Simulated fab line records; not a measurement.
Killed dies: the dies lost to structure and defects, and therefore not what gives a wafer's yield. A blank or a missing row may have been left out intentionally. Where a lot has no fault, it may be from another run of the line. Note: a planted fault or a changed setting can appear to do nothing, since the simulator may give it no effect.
fab line records	flow gf180mcu
[record] lots = 13	wafers = 39	last_day = 34
route steps=602 shown NSD@237 CONTACT@309 M4@459 V4@491
lots untouched by any fault: they come from a run of this same line in which no faults occurred
start_h: hours from the record's opening day to when the first of the lot's shown wafers began	wait_h: hours elapsed since this lot's preceding step	" as in the row above	L1.1+2: a row that stands for several wafers	- no value present, or no start provided	* or withheld: withheld	< > ~ a bound
route shown NAME@n: names a module that has steps shown in the file, with the first one's number in the route	usual: mean/standard deviation of fault-free wafers	same: alike in all rows	chamber/n: place in a boat	sites: per-site readings	_std_site: standard deviation of those values	_edge_site: the outer-site mean with the inner-site mean subtracted	radius_mm: for every site, how far away it sits from the centre of the wafer	mask NAME#n: copy n	behind: the tool/chamber that last shaped the wafer	hold: the reason the lot was held/the length of the hold in hours/how it ended	device: names the non-switching transistor (n, p or np)	end of line: at the end of the route, the tests of the same wafers	step lacking rows: just its recipe	killed: the dies lost at the first sort to structure and to defects; this is not the yield of the wafer	map: the dies of a wafer, with x for killed, . for not killed, _ for no die there
set.NAME: the run value of the setting; set.NAME@STEP: its run value at that earlier step	model.NAME: the simulator's own value behind a step, which no gauge read
the route's steps for a sample of lots (tables are steps, rows are wafers)
services: a tool's chamber out of use, with start hour (start_h, from the record's first day; less than 0 if before it), hours out, and reason
[[steps]]
[step GF_NSD_COAT_02]
[recipe] resist = NOVOLAK	spin_rpm = 3000	resist_thk_nm = 1000
lot.wafer	tool	chamber	start_h	wait_h
L468.2+3+4	litho_track-04	0	278.83	0.1
L469.2+3+5	litho_track-02	0	287.73	0.1
L470.2+5+6	litho_track-03	0	320.97	0.1
L471.1+4+6	litho_track-04	0	325.26	0.1
L473.1+4+6	litho_track-03	0	326.54	0.1
L475.3+4+5	litho_track-02	0	347.16	0.1
L476.1+2+3	litho_track-04	0	352.80	0.1
L477.1+2+3	litho_track-04	0	365.95	0.1
L482.1+2+5	litho_track-03	0	410.94	0.1
L483.2+3+5	litho_track-02	0	413.33	0.1
L484.1+2+3	litho_track-03	0	423.99	0.1
L487.4+5+6	litho_track-04	0	443.83	0.1
L491.1+2+6	litho_track-02	0	476.31	0.1
[step GF_NSD_CD_MEAS_07]
[recipe] target_cd_nm = 400
[usual] cd_nm = 399.5/2.8
lot.wafer	tool	chamber	start_h	wait_h	cd_nm
L468.2	cd_sem-02	-	289.38	0.1	398.0
L468.3	"	-	"	"	397.2
L468.4	"	-	"	"	400.1
L469.2	cd_sem-01	-	297.58	0.1	402.8
L469.3	"	-	"	"	401.3
L469.5	"	-	"	"	399.3
L470.2	cd_sem-01	-	332.26	0.1	401.1
L470.5	"	-	"	"	400.5
L470.6	"	-	"	"	401.9
L471.1	cd_sem-01	-	336.55	0.1	398.6
L471.4	"	-	"	"	398.5
L471.6	"	-	"	"	397.8
L473.1	cd_sem-02	-	337.76	0.1	399.4
L473.4	"	-	"	"	397.1
L473.6	"	-	"	"	399.6
L475.3	cd_sem-01	-	359.05	0.1	397.3
L475.4	"	-	"	"	396.1
L475.5	"	-	"	"	396.4
L476.1	cd_sem-02	-	363.90	0.1	387.9
L476.2	"	-	"	"	388.8
L476.3	"	-	"	"	388.8
L477.1	cd_sem-02	-	376.70	0.1	391.3
L477.2	"	-	"	"	392.3
L477.3	"	-	"	"	392.4
L482.1	cd_sem-02	-	422.56	0.1	398.3
L482.2	"	-	"	"	401.5
L482.5	"	-	"	"	400.3
L483.2	cd_sem-01	-	424.77	0.1	400.9
L483.3	"	-	"	"	400.0
L483.5	"	-	"	"	399.1
L484.1	cd_sem-01	-	435.81	0.1	398.3
L484.2	"	-	"	"	399.0
L484.3	"	-	"	"	399.0
L487.4	cd_sem-01	-	456.61	0.1	401.1
L487.5	"	-	"	"	395.6
L487.6	"	-	"	"	398.2
L491.1	cd_sem-02	-	488.04	0.1	402.7
L491.2	"	-	"	"	400.9
L491.6	"	-	"	"	400.9
[step GF_NSD_STRIP_11]
[recipe] chemistry = O2/N2	power_w = 1400	pressure_mtorr = 1500	platen_temp_c = 250	o2_flow_sccm = 3000	n2_flow_sccm = 300	overash_fraction = 0.5
[usual] drypump_motor_current_A = 5.6/0.53	heater_power_w = 336/42	oes_product_au = 0.487/0.0052	strip_time_to_endpoint_s = 22.96/0.036
lot.wafer	tool	chamber	start_h	wait_h	drypump_motor_current_A	heater_power_w	oes_product_au	rf_hours_counter_h	strip_time_to_endpoint_s
L468.2	plasma_asher-01	1	289.82	0.1	6.2	330	0.482	51	22.99
L468.3	"	1	"	"	6.2	336	0.485	-	22.92
L468.4	"	0	"	"	4.9	308	0.482	-	22.97
L469.2	plasma_asher-02	1	298.01	0.1	5.6	296	0.490	20	22.89
L469.3	"	0	"	"	5.2	399	0.498	-	22.94
L469.5	"	1	"	"	5.6	299	0.492	-	22.91
L470.2	plasma_asher-04	0	332.70	0.1	6.6	391	0.488	70	22.93
L470.5	"	1	"	"	5.5	281	0.491	-	22.96
L470.6	"	0	"	"	6.6	392	0.483	-	22.91
L471.1	plasma_asher-04	0	337.01	0.1	6.6	374	0.484	70	22.97
L471.4	"	0	"	"	6.6	399	0.489	-	22.95
L471.6	"	0	"	"	6.6	377	0.496	-	22.94
L473.1	plasma_asher-02	1	338.21	0.1	5.6	293	0.487	24	23.02
L473.4	"	1	"	"	5.6	293	0.487	-	23.02
L473.6	"	1	"	"	5.6	286	0.486	-	23.03
L475.3	plasma_asher-01	1	359.50	0.1	6.2	321	0.481	-	22.89
L475.4	"	0	"	"	4.9	308	0.482	-	22.90
L475.5	"	0	"	"	4.9	312	0.479	-	22.93
L476.1	plasma_asher-02	0	364.36	0.1	5.3	394	0.494	27	24.43
L476.2	"	1	"	"	5.6	297	0.514	27	24.40
L476.3	"	0	"	"	5.3	399	0.504	-	24.42
L477.1	plasma_asher-04	1	377.16	0.1	5.6	295	0.509	75	24.44
L477.2	"	0	"	"	6.6	382	0.501	75	24.43
L477.3	"	1	"	"	5.6	295	0.505	-	24.42
L482.1	plasma_asher-04	1	423.01	0.1	5.5	294	0.486	80	23.00
L482.2	"	0	"	"	6.6	388	0.486	80	22.94
L482.5	"	1	"	"	5.5	291	0.499	-	22.96
L483.2	plasma_asher-02	1	425.21	0.1	5.6	305	0.479	33	22.91
L483.3	"	0	"	"	5.3	393	0.481	-	22.91
L483.5	"	0	"	"	5.3	400	0.483	-	22.92
L484.1	plasma_asher-02	1	436.26	0.1	5.6	299	0.486	35	22.95
L484.2	"	0	"	"	5.3	401	0.492	35	22.91
L484.3	"	0	"	"	5.3	392	0.491	-	22.96
L487.4	plasma_asher-01	1	457.04	0.1	6.2	328	0.478	-	22.96
L487.5	"	0	"	"	4.9	313	0.481	-	22.96
L487.6	"	1	"	"	6.2	333	0.496	-	22.97
L491.1	plasma_asher-04	0	488.49	0.1	6.6	394	0.486	87	22.94
L491.2	"	1	"	"	5.6	289	0.490	87	22.95
L491.6	"	1	"	"	5.5	291	0.491	-	22.94
[step GF_CONTACT_SPUTTER_22]
[recipe] material = Ti	target_thk_nm = 15	chamber_pressure_pa = 5	power_w = 2500	substrate_temp_c = 200	time_s = 80.02
[usual] throttle_valve_pct = 30.0/0.75
lot.wafer	tool	chamber	start_h	wait_h	throttle_valve_pct
L468.2	pvd_sputter-03	-	355.08	0.0	30.1
L468.3	"	-	"	"	30.6
L468.4	"	-	"	"	31.1
L469.2	pvd_sputter-02	-	366.36	0.0	29.9
L469.3	"	-	"	"	28.5
L469.5	"	-	"	"	29.6
L470.2	pvd_sputter-02	-	400.81	0.0	29.4
L470.5	"	-	"	"	30.7
L470.6	"	-	"	"	28.4
L471.1	pvd_sputter-04	-	406.51	0.0	29.8
L471.4	"	-	"	"	29.4
L471.6	"	-	"	"	30.2
L473.1	pvd_sputter-03	-	407.35	0.0	30.9
L473.4	"	-	"	"	30.2
L473.6	"	-	"	"	31.0
L475.3	pvd_sputter-02	-	429.97	0.0	30.8
L475.4	"	-	"	"	29.7
L475.5	"	-	"	"	29.6
L476.1	pvd_sputter-04	-	434.52	0.0	30.5
L476.2	"	-	"	"	29.8
L476.3	"	-	"	"	30.1
L477.1	pvd_sputter-03	-	449.83	0.0	30.7
L477.2	"	-	"	"	30.2
L477.3	"	-	"	"	31.2
L482.1	pvd_sputter-02	-	496.13	0.0	28.3
L482.2	"	-	"	"	29.7
L482.5	"	-	"	"	30.6
L483.2	pvd_sputter-02	-	499.01	0.0	29.5
L483.3	"	-	"	"	30.8
L483.5	"	-	"	"	29.7
L484.1	pvd_sputter-04	-	508.23	0.0	29.3
L484.2	"	-	"	"	30.3
L484.3	"	-	"	"	29.6
L487.4	pvd_sputter-03	-	528.79	0.0	31.4
L487.5	"	-	"	"	30.5
L487.6	"	-	"	"	31.3
L491.1	pvd_sputter-03	-	560.29	0.0	30.9
L491.2	"	-	"	"	30.1
L491.6	"	-	"	"	30.8
[step GF_M4_SPUTTER_03]
[recipe] material = Ti	target_thk_nm = 10	substrate_temp_c = 300	chamber_pressure_pa = 0.3	power_w = 3000	time_s = 6.7
[usual] throttle_valve_pct = 30.2/0.7
lot.wafer	tool	chamber	start_h	wait_h	throttle_valve_pct
L468.2	pvd_sputter-01	-	503.02	0.0	29.9
L468.3	"	-	"	"	30.0
L468.4	"	-	"	"	29.6
L469.2	pvd_sputter-03	-	514.60	0.0	30.6
L469.3	"	-	"	"	30.3
L469.5	"	-	"	"	30.1
L470.2	pvd_sputter-03	-	551.30	0.0	30.4
L470.5	"	-	"	"	31.2
L470.6	"	-	"	"	30.1
L471.1	pvd_sputter-03	-	555.96	0.0	30.1
L471.4	"	-	"	"	30.8
L471.6	"	-	"	"	30.3
L473.1	pvd_sputter-02	-	556.18	0.0	29.5
L473.4	"	-	"	"	29.6
L473.6	"	-	"	"	29.6
L475.3	pvd_sputter-02	-	577.85	0.0	29.7
L475.4	"	-	"	"	29.8
L475.5	"	-	"	"	28.5
L476.1	pvd_sputter-03	-	582.73	0.0	31.2
L476.2	"	-	"	"	30.6
L476.3	"	-	"	"	31.0
L477.1	pvd_sputter-01	-	596.12	0.0	30.0
L477.2	"	-	"	"	29.8
L477.3	"	-	"	"	30.3
L482.1	pvd_sputter-01	-	635.42	0.0	29.6
L482.2	"	-	"	"	29.9
L482.5	"	-	"	"	29.6
L483.2	pvd_sputter-02	-	638.33	0.0	29.7
L483.3	"	-	"	"	30.6
L483.5	"	-	"	"	28.5
L484.1	pvd_sputter-01	-	647.76	0.0	29.6
L484.2	"	-	"	"	29.6
L484.3	"	-	"	"	29.9
L487.4	pvd_sputter-01	-	665.56	0.0	29.2
L487.5	"	-	"	"	29.7
L487.6	"	-	"	"	30.0
L491.1	pvd_sputter-02	-	691.28	0.0	28.3
L491.2	"	-	"	"	29.9
L491.6	"	-	"	"	28.9
[step GF_V4_OVL_MEAS_15]
[usual] V4_OVL = 7/5.9
lot.wafer	tool	chamber	start_h	wait_h	V4_OVL[nm]
L468.2	overlay-01	-	551.11	0.1	18
L468.3	"	-	"	"	22
L468.4	"	-	"	"	24
L469.2	overlay-02	-	562.00	0.1	8
L469.3	"	-	"	"	9
L469.5	"	-	"	"	17
L470.2	overlay-02	-	596.13	0.1	8
L470.5	"	-	"	"	11
L470.6	"	-	"	"	5
L471.1	overlay-02	-	599.92	0.1	4
L471.4	"	-	"	"	8
L471.6	"	-	"	"	0
L473.1	overlay-01	-	600.71	0.1	7
L473.4	"	-	"	"	5
L473.6	"	-	"	"	1
L475.3	overlay-01	-	621.48	0.1	4
L475.4	"	-	"	"	7
L475.5	"	-	"	"	2
L476.1	overlay-02	-	626.02	0.1	10
L476.2	"	-	"	"	12
L476.3	"	-	"	"	9
L477.1	overlay-02	-	638.20	0.1	-6
L477.2	"	-	"	"	-6
L477.3	"	-	"	"	-5
L482.1	overlay-01	-	674.57	0.1	12
L482.2	"	-	"	"	12
L482.5	"	-	"	"	3
L483.2	overlay-02	-	678.71	0.1	9
L483.3	"	-	"	"	13
L483.5	"	-	"	"	7
L484.1	overlay-01	-	687.32	0.1	9
L484.2	"	-	"	"	5
L484.3	"	-	"	"	10
L487.4	overlay-01	-	704.72	0.1	11
L487.5	"	-	"	"	7
L487.6	"	-	"	"	12
L491.1	overlay-02	-	729.62	0.1	5
L491.2	"	-	"	"	2
L491.6	"	-	"	"	12
[[services]]
tool	chamber	start_h	hours	kind
pvd_sputter-01	-	270.56	19.1	repair
pvd_sputter-04	-	285.12	1.7	repair
plasma_asher-04	-	295.35	1.8	repair
pvd_sputter-04	-	295.74	0.8	repair
plasma_asher-01	-	299.71	2.0	repair
pvd_sputter-01	-	317.10	3.4	repair
pvd_sputter-01	-	324.88	3.9	repair
pvd_sputter-01	-	338.09	3.8	repair
pvd_sputter-01	-	357.03	0.6	repair
pvd_sputter-02	-	373.58	1.6	repair
pvd_sputter-02	-	374.65	3.0	repair
pvd_sputter-04	-	426.03	3.2	repair
plasma_asher-04	-	426.14	2.6	repair
pvd_sputter-02	-	481.57	1.1	repair
pvd_sputter-02	-	501.46	1.7	repair
pvd_sputter-01	-	517.94	1.8	repair
plasma_asher-04	-	547.50	13.7	repair
plasma_asher-01	-	576.58	14.6	pm
plasma_asher-01	-	592.24	28.1	pm
pvd_sputter-02	-	601.38	4.2	repair
plasma_asher-04	-	639.79	2.8	pm
pvd_sputter-02	-	647.08	1.9	repair
pvd_sputter-01	-	667.28	1.5	repair
pvd_sputter-01	-	682.94	19.3	repair
[[key]]
[first_sign] step = GF_NSD_CD_MEAS_07	reading = cd_nm	direction = down	sigmas = 3.3	usual = 399.5	struck = 390.3	through = control_loop
[effect] step = GF_NSD_STRIP_11	reading = strip_time_to_endpoint_s	direction = up	sigmas = 40	usual = *	struck = *	through = *
met_at GF_NSD_COAT_02
struck_lots L476,L477
tester_left_out L476,L477
[loop_trim] step = GF_NSD_EXPOSE_04	setting = dose	lots = L477
not_acting_at GF_CONTACT_SPUTTER_22,GF_M4_SPUTTER_03,GF_V4_OVL_MEAS_15
onset_between 325.26 352.80
[fault] kind = process_parameter_drift	tool = litho_track-04	chamber = -	onset_h = 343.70	steps = GF_NSD_COAT_02	channel = resist_thk_nm	offset = *	shape = step	end_h = 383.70	acts_in = *	stated = *
// tester_left_out: of these lots the tester's yield and bins aren't shown, on N5 and GAA mostly nor the transistor test; their killed dies are dies lost to structure and defects alone, not to doping, threshold or leakage, so they don't give the yield
// loop_trim: a control loop set the setting to another value than it would have without faults
